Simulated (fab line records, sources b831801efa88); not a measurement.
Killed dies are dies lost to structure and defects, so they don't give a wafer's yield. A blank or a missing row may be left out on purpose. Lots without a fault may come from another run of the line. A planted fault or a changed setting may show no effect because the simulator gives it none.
Tool commonality check | flow gf180mcu | 13 lots, 39 wafers sampled

WHY IT WAS OPENED
At GF_LVPWELL_TW_MEAS_11 the reading LVPWELL_TW is flagged on 2 of 13 lots. Wafers without a fault read 563.2, standard deviation 2.5.
Rule: a lot is flagged when every wafer of it that has a number lies more than 4 standard deviations from that mean, or none has a number. The other lots count as sound.

lot  | measured    | on            | LVPWELL_TW, wafer by wafer | flag
L382 | day 3 22:47 | film_metro-02 | 561.1 558.0 558.7          |
L384 | day 4 14:01 | film_metro-03 | 562.4 563.4 568.8          |
L386 | day 4 21:07 | film_metro-02 | 559.4 560.6 562.8          |
L385 | day 4 21:31 | film_metro-02 | 562.0 560.8 561.4          |
L387 | day 5 02:56 | film_metro-03 | 560.1 563.7 561.5          |
L388 | day 5 06:34 | film_metro-02 | 558.0 559.2 559.5          |
L389 | day 5 15:23 | film_metro-03 | 565.2 566.9 566.2          |
L390 | day 5 19:08 | film_metro-03 | 565.0 563.0 562.5          |
L392 | day 6 05:19 | film_metro-03 | 599.0 598.5 596.4          | FLAGGED
L397 | day 7 12:42 | film_metro-03 | 566.8 566.5 567.0          |
L401 | day 8 12:41 | film_metro-03 | 600.8 598.0 600.6          | FLAGGED
L403 | day 8 17:34 | film_metro-02 | 560.6 559.2 563.6          |
L404 | day 9 01:00 | film_metro-02 | 559.9 559.6 559.5          |
The numbers of the flagged lots are 598.9 on average: +35.7 against the usual, or +14 standard deviations.

WHICH TOOL RAN EACH LOT
The record holds 1 process step before the reading, out of a route of 602 steps. In each cell: the tool, then ch and the chambers that the sampled wafers went through, then the start.
lot  | flag    | GF_LVPWELL_IMPLANT_09
L382 |         | implanter-02 ch 0, day 3 22:34
L384 |         | implanter-03 ch 0, day 4 13:47
L386 |         | implanter-03 ch 0, day 4 20:52
L385 |         | implanter-03 ch 0, day 4 21:17
L387 |         | implanter-03 ch 0, day 5 02:43
L388 |         | implanter-04 ch 0, day 5 06:19
L389 |         | implanter-03 ch 0, day 5 15:08
L390 |         | implanter-04 ch 0, day 5 18:55
L392 | FLAGGED | implanter-02 ch 0, day 6 04:45
L397 |         | implanter-03 ch 0, day 7 12:26
L401 | FLAGGED | implanter-04 ch 0, day 8 12:08
L403 |         | implanter-02 ch 0, day 8 17:18
L404 |         | implanter-02 ch 0, day 9 00:45
What these steps do:
- GF_LVPWELL_IMPLANT_09
- GF_LVPWELL_TW_MEAS_11

FLAGGED OVER TOTAL, TOOL BY TOOL (the gauges that took the reading come last)
step                  | tool          | lots run | flagged | share of the flagged lots | sound lots run after its first flagged lot
GF_LVPWELL_IMPLANT_09 | implanter-02  | 4        | 1       | some                      | 2 (L403,L404)
GF_LVPWELL_IMPLANT_09 | implanter-03  | 6        | 0       | none                      | -
GF_LVPWELL_IMPLANT_09 | implanter-04  | 3        | 1       | some                      | 0
GF_LVPWELL_TW_MEAS_11 | film_metro-02 | 6        | 0       | none                      | -
GF_LVPWELL_TW_MEAS_11 | film_metro-03 | 7        | 2       | all                       | 1 (L397)

WHAT THE TABLE ALLOWS
1 row of the table ran every flagged lot: film_metro-03 at GF_LVPWELL_TW_MEAS_11.
- film_metro-03 at GF_LVPWELL_TW_MEAS_11: 2 of its 7 lots flagged. Sound lots ran on it after the first flagged one (L397), which a lasting fault on the whole tool wouldn't allow.
No row of the table ran every flagged lot and no sound lot after the first.

WHAT THE SIMULATOR HAD PUT IN
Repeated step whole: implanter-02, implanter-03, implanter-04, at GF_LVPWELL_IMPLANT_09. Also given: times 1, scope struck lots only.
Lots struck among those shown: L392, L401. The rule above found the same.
